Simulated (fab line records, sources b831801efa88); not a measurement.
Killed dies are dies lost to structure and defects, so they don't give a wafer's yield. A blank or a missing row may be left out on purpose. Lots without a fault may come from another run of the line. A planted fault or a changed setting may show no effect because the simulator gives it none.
Problem report in the 8D (eight disciplines) form, filled by code | flow gf180mcu | the parts of the form that need people (team, actions taken, sign-off) are left out

1. THE PROBLEM
HV_LDD_02_OVL at GF_HV_LDD_OVL_MEAS_32 reads a mean of 240.2 nm on 9 wafers of 3 lots; wafers without a fault read -0.2 nm with a standard deviation of 1.3. That is +99 or more standard deviations from the usual mean.
First seen on wafer L550.1, day 14 11:50, on overlay-02. The record holds 39 wafers of 13 lots with a number at this step. Rule for "out", or "out of limits": more than 4 standard deviations from the usual mean. The other wafers with a number count as sound.

2. WHAT IT IS AND WHAT IT IS NOT
question                    | is                     | is not
which readings at this step | HV_LDD_02_OVL          | -
which lots                  | L550, L551, L554       | L542, L543, L544, L548, L552, L555, L560, L562, L563, L564
which wafers of those lots  | all that have a number | -
read on which gauges        | overlay-01, overlay-02 | -
when                        | from day 14 11:50      | up to then (12 sound wafers); but 18 sound wafers of L552, L555, L560, L562, L563, L564 came after

3. SUSPECTS, AND WHAT RULES EACH OUT
Counting: a tool at a process step up to the reading stays a suspect if it ran every lot that is out and no sound lot after the first of them.
- the gauge at GF_HV_LDD_OVL_MEAS_32: ruled out. The wafers that are out were read on 2 gauges (overlay-01, overlay-02).
- iline_stepper-02 at GF_HV_LDD_EXPOSE_28 (exposes mask Nplus HV AREA, target cd 400 nm): kept. It ran every lot that is out, first L550 (day 14 01:38), and no sound lot after that; its last sound lot up to then is L548 (day 13 08:16).
Left after counting: iline_stepper-02 at GF_HV_LDD_EXPOSE_28.

4. THE CAUSE (what the simulator had put in)
Scanner matching overlay: iline_stepper-02, from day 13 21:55 on, at GF_HV_LDD_EXPOSE_28. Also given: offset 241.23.
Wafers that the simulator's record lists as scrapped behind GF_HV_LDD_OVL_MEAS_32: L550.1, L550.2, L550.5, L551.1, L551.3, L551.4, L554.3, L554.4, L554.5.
Counting left only this tool.

5. THE CHAIN OF EFFECTS, in route order
Each row: a reading whose mean over the struck wafers that have a number lies more than 3 standard deviations from the usual. Only readings for which the record gives a usual standard deviation are gone through. hours: the time from each lot's start at the first step in this table that gives one to its start at this step, as a median over the lots. sigmas: the change in usual standard deviations.
hours | step                  | reading       | usual   | on struck wafers | change | sigmas
0     | GF_HV_LDD_OVL_MEAS_32 | HV_LDD_02_OVL | -0.2 nm | 240.2            | +240.4 | +99 or more

6. WHAT WOULD HAVE CAUGHT IT SOONER
In this record the first reading out of limits at a measuring or inspecting step was taken at day 14 11:50, 14 hours after the fault began at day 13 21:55.
Of the tool readings at GF_HV_LDD_EXPOSE_28 for which the record gives a usual standard deviation, none was out on any struck wafer, so an alarm limit of 4 standard deviations on them would not have fired.
Of the lots that are out (3), L554 began GF_HV_LDD_EXPOSE_28 on iline_stepper-02 after day 14 11:50. A hold on the tool at that time would have spared it.
